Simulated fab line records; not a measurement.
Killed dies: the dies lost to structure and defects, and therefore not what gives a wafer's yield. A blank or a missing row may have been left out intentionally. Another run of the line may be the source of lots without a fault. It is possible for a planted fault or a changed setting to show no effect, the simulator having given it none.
fab line records	flow sky130
record lots=5	wafers=15	last_day=50
route steps=708 shown VIA3@582 PAD_OPEN@708
lots that met no fault: from a run of the same line without faults
start_h: the number of hours between the record's first day and the start of the first shown wafer of the lot	wait_h: how many hours have passed since the lot's step before this one	" repeats the value in the row above	L1.1+2: a row that stands for several wafers	- value missing, or start not given	* or withheld: withheld	< > ~ a bound
route shown NAME@n: NAME is a module with steps in the file, n the number in the route of the first one	usual: mean/standard deviation taken from wafers without a fault	same: alike in all rows	chamber/n: place in a boat	sites: per-site readings	_std_site: standard deviation across them	_edge_site: the outer-site mean with the inner-site mean subtracted	radius_mm: for every site, how far away it sits from the centre of the wafer	mask NAME#n: copy n	behind: tool/chamber where the wafer was last shaped	hold: why the lot was held/for how many hours/how that ended	device: the n, p or np transistor that did not switch	end of line: at the end of the route, the tests of the same wafers	where a step has no rows: the recipe by itself	killed: dies that structure and defects cost at the first sort, which is not the same as the wafer's yield	map: a wafer's dies, x killed, . not, _ none there
set.NAME: the setting as run; set.NAME@STEP: as run at that earlier step	model.NAME: the simulator's own value behind a step, which no gauge read
lots seen at some steps along the route; tables by step, rows by wafer
services: when a tool's chamber went out of use (start_h, in hours from the record's first day, below 0 if earlier), for how many hours, and the reason
## steps
# step SKY_VIA3_EXPOSE_09
# recipe mask_id=VIM3	na=0.8	source_shape=annular	sigma_inner=0.55	sigma_outer=0.85	target_cd_nm=200	dose_mj=38
# step SKY_VIA3_PEB_10
# recipe peb_temp_c=withheld	peb_time_s=withheld	resist=KrF-thick
# step SKY_VIA3_DEVELOP_11
# recipe develop_time_s=60	resist=KrF-thick	dev_temp_c=21
# step SKY_VIA3_CD_MEAS_12
# recipe target_cd_nm=200
# usual cd_nm=200.2/1.5
lot.wafer	tool	chamber	start_h	wait_h	cd_nm
L692.3	cd_sem-02	-	977.79	-	203.3
L692.4	"	-	"	"	201.7
L692.6	"	-	"	"	202.3
L694.1	cd_sem-02	-	991.86	-	198.8
L694.2	"	-	"	"	198.8
L694.6	"	-	"	"	196.6
L695.1	cd_sem-01	-	1006.75	-	199.1
L695.5	"	-	"	"	199.7
L695.6	"	-	"	"	200.5
L696.2	cd_sem-02	-	1014.42	-	198.7
L696.3	"	-	"	"	198.9
L696.5	"	-	"	"	199.5
L707.2	cd_sem-02	-	1072.62	-	201.8
L707.4	"	-	"	"	201.0
L707.6	"	-	"	"	201.2
# step SKY_VIA3_OVL_MEAS_13
# usual VIA3_OVL=-1/6.2
lot.wafer	tool	chamber	start_h	wait_h	VIA3_OVL[nm]
L692.3	overlay-01	-	977.89	0.1	2
L692.4	"	-	"	"	2
L692.6	"	-	"	"	-1
L694.1	overlay-01	-	991.98	0.1	4
L694.2	"	-	"	"	5
L694.6	"	-	"	"	-2
L695.1	overlay-01	-	1006.87	0.1	-2
L695.5	"	-	"	"	-1
L695.6	"	-	"	"	-3
L696.2	overlay-02	-	1014.53	0.1	5
L696.3	"	-	"	"	4
L696.5	"	-	"	"	14
L707.2	overlay-01	-	1072.72	0.1	1
L707.4	"	-	"	"	10
L707.6	"	-	"	"	1
# step SKY_VIA3_ETCH_14
# recipe chemistry=N2/H2	target=BARC	ion_energy_ev=200	source_w=500	bias_w=100	pressure_mtorr=30	n2_flow_sccm=100	h2_flow_sccm=200	stop_on=SiO2	time_s=45.9	target_depth_a=600
# usual drypump_motor_current_A=5.7/0.44	n2_flow_sccm=100.0/0.31	oes_product_au=0.855/0.0049	rf_fwd_power_W=494.8/1.7	throttle_valve_pct=13.223/0.0083
lot.wafer	tool	chamber	start_h	wait_h	drypump_motor_current_A	n2_flow_sccm	oes_product_au	rf_fwd_power_W	rf_hours_counter_h	throttle_valve_pct
L692.3	rie_diel-01	0	977.91	0.0	5.5	99.9	0.853	493.6	17	13.211
L692.4	"	3	"	"	5.5	100.2	0.846	494.5	17	13.238
L692.6	"	0	"	"	5.5	100.0	0.862	496.3	-	13.226
L694.1	rie_diel-01	0	992.02	0.0	5.4	100.3	0.854	496.8	18	13.221
L694.2	"	3	"	"	5.5	99.4	0.854	494.9	18	13.227
L694.6	"	0	"	"	5.5	99.9	0.845	497.7	-	13.222
L695.1	rie_diel-01	0	1006.91	0.0	5.4	99.8	0.857	495.5	18	13.220
L695.5	"	3	"	"	5.5	99.5	0.861	495.2	-	13.237
L695.6	"	2	"	"	6.4	100.3	0.851	496.1	-	13.239
L696.2	rie_diel-02	2	1014.56	0.0	5.7	99.5	0.848	493.0	24	13.230
L696.3	"	3	"	"	5.1	99.9	0.849	494.9	26	13.226
L696.5	"	3	"	"	5.1	100.1	0.858	492.8	-	13.221
L707.2	rie_diel-02	3	1072.75	0.0	5.1	99.9	0.855	492.1	29	13.233
L707.4	"	1	"	"	5.4	99.9	0.859	492.8	5	13.242
L707.6	"	3	"	"	5.1	100.1	0.867	493.6	-	13.224
# step SKY_VIA3_ETCH_15
# recipe target=SiO2	chemistry=C4F8/O2/Ar	target_depth_nm=507	stop_on=TiN	mask_material=KrF-thick	source_w=1500	bias_w=1200	pressure_mtorr=40	c4f8_flow_sccm=withheld	O2_flow_sccm=6	Ar_flow_sccm=300	time_s=78
# usual oes_product_au=0.946/0.0046	rf_fwd_power_W=1489/5.3
lot.wafer	tool	chamber	start_h	wait_h	oes_product_au	rf_fwd_power_W	rf_hours_counter_h
L692.3	rie_diel-01	0	977.95	0.0	0.952	1490	17
L692.4	"	3	"	"	0.952	1485	17
L692.6	"	0	"	"	0.937	1496	-
L694.1	rie_diel-01	0	992.06	0.0	0.936	1486	18
L694.2	"	3	"	"	0.949	1491	18
L694.6	"	0	"	"	0.945	1487	-
L695.1	rie_diel-01	0	1006.95	0.0	0.950	1488	18
L695.5	"	3	"	"	0.952	1494	-
L695.6	"	2	"	"	0.947	1498	-
L696.2	rie_diel-02	2	1014.60	0.0	0.945	1494	24
L696.3	"	3	"	"	0.943	1492	26
L696.5	"	3	"	"	0.945	1489	-
L707.2	rie_diel-02	3	1072.80	0.0	0.947	1486	29
L707.4	"	1	"	"	0.937	1488	5
L707.6	"	3	"	"	0.944	1489	-
# step SKY_VIA3_STRIP_16
# recipe chemistry=O2/N2	power_w=1400	pressure_mtorr=1500	platen_temp_c=withheld	o2_flow_sccm=3000	n2_flow_sccm=300	overash_fraction=0.5
# usual drypump_motor_current_A=5.7/0.58	n2_flow_sccm=300.0/0.9	o2_flow_sccm=3001/8.3	oes_product_au=0.401/0.0042	strip_time_to_endpoint_s=4.115/0.026
lot.wafer	tool	chamber	start_h	wait_h	drypump_motor_current_A	n2_flow_sccm	o2_flow_sccm	oes_product_au	rf_hours_counter_h	strip_time_to_endpoint_s
L692.3	plasma_asher-02	0	978.04	0.1	6.6	299.5	2999	0.407	-	4.101
L692.4	"	1	"	"	5.8	299.5	3004	0.402	-	4.105
L692.6	"	0	"	"	6.5	299.3	2997	0.398	-	4.103
L694.1	plasma_asher-04	1	992.12	0.0	6.0	300.9	2993	0.399	120	4.140
L694.2	"	0	"	"	5.7	298.9	2998	0.406	120	4.115
L694.6	"	0	"	"	5.6	298.6	3006	0.404	-	4.142
L695.1	plasma_asher-02	1	1007.01	0.0	5.8	300.8	3004	0.399	51	4.110
L695.5	"	0	"	"	6.5	302.3	3005	0.400	-	4.113
L695.6	"	1	"	"	5.7	300.4	3011	0.396	-	4.076
L696.2	plasma_asher-04	1	1014.66	0.0	6.0	299.8	3005	0.392	122	4.110
L696.3	"	0	"	"	5.6	301.0	2988	0.401	-	4.089
L696.5	"	0	"	"	5.6	301.6	3006	0.402	-	4.083
L707.2	plasma_asher-04	1	1072.86	0.0	6.0	299.2	2997	0.404	1	4.138
L707.4	"	1	"	"	6.0	300.0	2997	0.397	-	4.096
L707.6	"	1	"	"	6.0	299.3	3002	0.399	-	4.143
# step SKY_VIA3_STRIP_17
# recipe chemistry=post_etch_residue_remover	time_s=1200	temp_c=72.5
# step SKY_VIA3_CLEAN_18
# recipe chemistry=IPA	time_s=180	temp_c=25
# step SKY_VIA3_CLEAN_19
# recipe chemistry=O3/DIW	dry=n2_spin
# step SKY_VIA3_SPUTTER_20
# recipe material=TiN	target_thk_nm=20	chamber_pressure_pa=5	power_w=4000	time_s=80
# usual throttle_valve_pct=30.3/0.54
lot.wafer	tool	chamber	start_h	wait_h	throttle_valve_pct
L692.3	pvd_sputter-01	-	978.60	0.0	31.3
L692.4	"	-	"	"	30.1
L692.6	"	-	"	"	31.6
L694.1	pvd_sputter-02	-	992.75	0.0	30.5
L694.2	"	-	"	"	30.1
L694.6	"	-	"	"	30.0
L695.1	pvd_sputter-01	-	1007.65	0.0	29.7
L695.5	"	-	"	"	29.9
L695.6	"	-	"	"	29.8
L696.2	pvd_sputter-01	-	1015.26	0.0	30.1
L696.3	"	-	"	"	30.0
L696.5	"	-	"	"	29.7
L707.2	pvd_sputter-02	-	1073.49	0.0	30.6
L707.4	"	-	"	"	29.7
L707.6	"	-	"	"	30.6
# step SKY_VIA3_CVD_21
# recipe material=W	target_thk_nm=390	time_s=117.31	temp_c=400	pressure_torr=40
# usual heater_power_w=758/78
lot.wafer	tool	chamber	start_h	wait_h	heater_power_w	model.W_of_VIA3_CVD_21.thk_nm
L692.3	cvd_w-02	0	978.70	0.1	690	390.7
L692.4	"	1	"	"	791	391.9
L692.6	"	1	"	"	799	387.8
L694.1	cvd_w-01	0	992.82	0.0	851	391.3
L694.2	"	1	"	"	685	386.7
L694.6	"	1	"	"	691	381.2
L695.1	cvd_w-02	0	1007.71	0.0	676	392.7
L695.5	"	1	"	"	807	392
L695.6	"	0	"	"	693	392.2
L696.2	cvd_w-01	1	1015.32	0.0	687	382.3
L696.3	"	0	"	"	853	392.2
L696.5	"	1	"	"	704	387.4
L707.2	cvd_w-01	1	1073.55	0.0	672	400.2
L707.4	"	0	"	"	873	391
L707.6	"	1	"	"	685	383.9
# step SKY_VIA3_RS_MEAS_22
# recipe thk_meas_gauge=four-point-probe	reads=W_of_VIA3_CVD_21+TiN_of_VIA3_SPUTTER_20
# usual VIA3_W_RS=0.296/0.0036
lot.wafer	tool	chamber	start_h	wait_h	VIA3_W_RS[ohm/sq]
L692.3	film_metro-02	-	978.83	0.1	0.294
L692.4	"	-	"	"	0.292
L692.6	"	-	"	"	0.295
L694.1	film_metro-04	-	992.94	0.1	0.293
L694.2	"	-	"	"	0.297
L694.6	"	-	"	"	0.300
L695.1	film_metro-04	-	1007.84	0.1	0.292
L695.5	"	-	"	"	0.293
L695.6	"	-	"	"	0.292
L696.2	film_metro-03	-	1015.47	0.1	0.301
L696.3	"	-	"	"	0.293
L696.5	"	-	"	"	0.296
L707.2	film_metro-04	-	1073.69	0.1	0.286
L707.4	"	-	"	"	0.293
L707.6	"	-	"	"	0.299
# step SKY_PAD_OPEN_PROBE_99
# usual defect_limited_yield=82.8/2.1	killed_at_M0_to_M3=43/7.7	killed_at_M4_up=3.1/1.7	killed_at_contacts=23/4.8	killed_at_front_end=15/4.5	killed_at_other=0.3/0.58	killed_dies=85/10	killed_open=46/7.5	killed_short=38/6.5	sort_bin_3_pad_short=0.8/0.38	sort_bin_5_function=10.3/1.7	sort_bin_6_memory=6.1/1.1	sort_n_pass=407/10	sort_yield_pct=82.8/2.1
# same gross_dies=492	killed_at_back_side=0	sort_bin_4_leakage[%]=0	sort_bin_8_speed[%]=0
lot.wafer	tool	chamber	start_h	wait_h	defect_limited_yield[%]	killed_at_M0_to_M3	killed_at_M4_up	killed_at_contacts	killed_at_front_end	killed_at_other	killed_dies	killed_open	killed_short	sort_bin_3_pad_short[%]	sort_bin_5_function[%]	sort_bin_6_memory[%]	sort_n_pass	sort_yield_pct[%]
L694.1	prober-02	-	1129.50	0.1	81.7	40	3	30	17	0	90	44	46	1.0	10.2	7.1	402	81.7
L694.2	prober-02	-	1129.55	0.1	81.9	54	0	21	14	0	89	44	45	0.4	11.4	6.3	403	81.9
L694.6	prober-02	-	1129.75	0.2	83.1	43	5	18	15	2	83	40	42	1.4	10.2	5.3	409	83.1
L695.1	prober-01	-	1140.48	0.1	83.5	41	3	29	6	2	81	39	41	0.8	10.6	5.1	411	83.5
L695.5	prober-01	-	1140.68	0.2	86.0	33	3	16	17	0	69	31	38	1.2	7.5	5.3	423	86.0
L695.6	prober-01	-	1140.73	0.2	80.9	47	3	29	15	0	94	57	37	0.6	12.2	6.3	398	80.9
L696.2	prober-01	-	1146.56	0.1	83.3	35	1	28	18	0	82	52	30	1.4	8.3	6.9	410	83.3
L696.3	prober-01	-	1146.61	0.2	82.9	40	5	23	16	0	84	45	38	0.6	11.6	4.9	408	82.9
L696.5	prober-01	-	1146.71	0.2	83.1	45	4	13	20	1	83	36	46	1.2	10.8	4.9	409	83.1
L707.2	prober-02	-	1193.67	0.1	82.9	41	6	29	8	0	84	52	32	1.2	10.0	5.9	408	82.9
L707.4	prober-02	-	1193.77	0.2	80.7	36	5	33	21	0	95	46	49	1.2	11.8	6.3	397	80.7
L707.6	prober-02	-	1193.87	0.2	80.1	59	6	22	10	1	98	53	44	1.2	11.4	7.3	394	80.1
# killed by level:class
L694.1 METAL2:geometric_particle:short=11 CONTACT:geometric_particle:open=10 VIA2:geometric_particle:open=8 VIA1:geometric_particle:open=7 LI_CONTACT:geometric_particle:open=6 FIELD_ISO:geometric_particle:open=5 CONTACT:geometric_particle:short=5 LI_CONTACT:geometric_particle:short=4
L694.2 VIA1:geometric_particle:open=11 VIA1:geometric_particle:short=8 VIA2:geometric_particle:open=8 CONTACT:geometric_particle:open=6 CONTACT:geometric_particle:short=6 METAL2:geometric_particle:short=6 VIA3:geometric_particle:short=5 FIELD_ISO:geometric_particle:open=4
L694.6 VIA1:geometric_particle:open=13 VIA1:geometric_particle:short=5 METAL2:geometric_particle:short=5 METAL3:geometric_particle:short=5 POLY_GATE:geometric_particle:open=4 METAL1:geometric_particle:short=4 LI_CONTACT:geometric_particle:short=4 LOCAL_INTERCONNECT:geometric_particle:short=4
L695.1 LI_CONTACT:geometric_particle:open=9 VIA1:geometric_particle:open=9 CONTACT:geometric_particle:open=8 VIA3:geometric_particle:short=8 LOCAL_INTERCONNECT:geometric_particle:short=5 VIA3:geometric_particle:open=5 METAL2:geometric_particle:short=4 CONTACT:geometric_particle:short=4
L695.5 METAL2:geometric_particle:short=9 CONTACT:geometric_particle:open=5 METAL1:geometric_particle:short=5 POLY_GATE:geometric_particle:open=4 LOCAL_INTERCONNECT:geometric_particle:short=4 VIA3:geometric_particle:short=4 FIELD_ISO:geometric_particle:open=3 METAL2:geometric_particle:open=3
L695.6 VIA1:geometric_particle:open=14 CONTACT:geometric_particle:open=13 VIA2:geometric_particle:open=9 LI_CONTACT:geometric_particle:short=6 LI_CONTACT:geometric_particle:open=6 METAL2:geometric_particle:short=6 POLY_GATE:geometric_particle:open=4 VIA1:geometric_particle:short=4
L696.2 LI_CONTACT:geometric_particle:open=11 CONTACT:geometric_particle:open=9 VIA1:geometric_particle:open=9 FIELD_ISO:geometric_particle:open=6 FIELD_ISO:geometric_particle:short=5 VIA3:geometric_particle:open=5 VIA1:geometric_particle:short=4 CONTACT:geometric_particle:short=4
L696.3 CONTACT:geometric_particle:open=10 VIA3:geometric_particle:open=8 VIA1:geometric_particle:open=7 METAL4:geometric_particle:short=5 FIELD_ISO:geometric_particle:open=4 LOCAL_INTERCONNECT:geometric_particle:short=4 CONTACT:geometric_particle:short=4 VIA2:geometric_particle:open=4
L696.5 METAL1:geometric_particle:short=11 VIA1:geometric_particle:open=10 VIA3:geometric_particle:open=6 POLY_GATE:geometric_particle:short=5 VIA2:geometric_particle:short=4 CONTACT:geometric_particle:open=4 CONTACT:geometric_particle:short=4 METAL3:geometric_particle:short=4
L707.2 LI_CONTACT:geometric_particle:open=14 CONTACT:geometric_particle:open=8 METAL2:geometric_particle:short=8 VIA2:geometric_particle:open=8 VIA1:geometric_particle:open=6 VIA3:geometric_particle:open=4 CONTACT:geometric_particle:short=4 METAL1:geometric_particle:short=4
L707.4 CONTACT:geometric_particle:short=10 LI_CONTACT:geometric_particle:open=9 METAL2:geometric_particle:short=9 VIA1:geometric_particle:open=7 FIELD_ISO:geometric_particle:short=6 CONTACT:geometric_particle:open=6 VIA2:geometric_particle:open=6 FIELD_ISO:geometric_particle:open=5
L707.6 VIA1:geometric_particle:open=13 CONTACT:geometric_particle:open=10 METAL2:geometric_particle:short=10 VIA2:geometric_particle:open=9 VIA3:geometric_particle:open=7 LI_CONTACT:geometric_particle:open=6 METAL4:geometric_particle:short=5 VIA2:geometric_particle:short=4
## services
tool	chamber	start_h	hours	kind
pvd_sputter-01	-	960.41	2.3	repair
rie_diel-02	3	975.59	6.5	repair
rie_diel-01	1	992.92	-	clean
rie_diel-01	1	992.92	33.5	scheduled_down
rie_diel-01	1	992.92	33.5	vent_cycle
cvd_w-02	-	997.82	4.3	pm
rie_diel-02	-	998.64	4.3	pm
pvd_sputter-01	-	1000.17	5.3	repair
rie_diel-01	0	1047.13	11.6	repair
plasma_asher-04	-	1055.25	9.0	pm
plasma_asher-04	0	1055.25	9.0	vent_cycle
plasma_asher-04	1	1055.25	9.0	vent_cycle
plasma_asher-04	0	1064.25	-	clean
plasma_asher-04	1	1064.25	-	clean
## key
first_sign none at tools or gauges
model_effect step=SKY_VIA3_CVD_21	value=W_of_VIA3_CVD_21.thk_nm	without=382.3	struck=400.2
met_at SKY_VIA3_CVD_21
struck_wafers L707.2
onset_between 1015.32 1073.55
fault kind=process_parameter_drift	tool=cvd_w-01	chamber=-	onset_h=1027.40	steps=SKY_VIA3_CVD_21	channel=target_thk_nm	offset=18.062	shape=step	end_h=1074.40	scope=struck_wafers_only	acts_in=these_recipes_only	stated=390
